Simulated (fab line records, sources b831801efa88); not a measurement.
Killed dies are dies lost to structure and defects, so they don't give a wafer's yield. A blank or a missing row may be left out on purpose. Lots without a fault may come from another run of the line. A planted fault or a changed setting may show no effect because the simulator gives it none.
Which tool did it? | flow sky130 | 12 lots, 36 wafers sampled, at 1 step of a route of 708

WHAT THE GAUGES READ, wafer by wafer
SKY_RES_PROTECT_TW_MEAS_08.
lot  | measured     | on            | POLY_GATE_TW
L075 | day 15 00:49 | film_metro-03 | 4080 4050 4076
L077 | day 15 21:58 | film_metro-04 | 4049 4047 4044
L079 | day 16 23:40 | film_metro-02 | 4017 4009 4017
L081 | day 17 09:34 | film_metro-04 | 4020 4039 4021
L083 | day 18 11:41 | film_metro-04 | 4023 4025 4027
L085 | day 18 18:33 | film_metro-03 | 4080 4066 4079
L087 | day 19 20:27 | film_metro-02 | 3997 3976 3996
L089 | day 22 11:43 | film_metro-02 | 4007 4025 4040
L091 | day 22 12:00 | film_metro-02 | 3970 4007 3984
L093 | day 22 12:22 | film_metro-03 | 4095 4093 4106
L094 | day 22 19:10 | film_metro-02 | 3992 3988 4014
L097 | day 23 16:10 | film_metro-02 | 4043 4046 4015

WHICH TOOL RAN EACH LOT (tool, then ch and the chambers of the sampled wafers, then the start)
The record holds no process step before these readings.

THE ANSWER, worked out from the rows above alone
Rule: what is usual is taken from the lots themselves. Put in order of their means at a reading, lots are off if they are a third of the lots or fewer, leave a main group of 4 or more, and stand apart from it by a gap of 3 or more times the standard deviation of the main group's means; of several such gaps the widest counts. A main group whose means are all the same, to the digits that the tables above print for the reading, isn't used. A lot without any number at a reading at which 4 lots or more have one is off too. The other lots that the step has rows for count as sound.
No lot is off at any reading shown: from this, nothing can be told.

WHAT THE SIMULATOR HAD PUT IN
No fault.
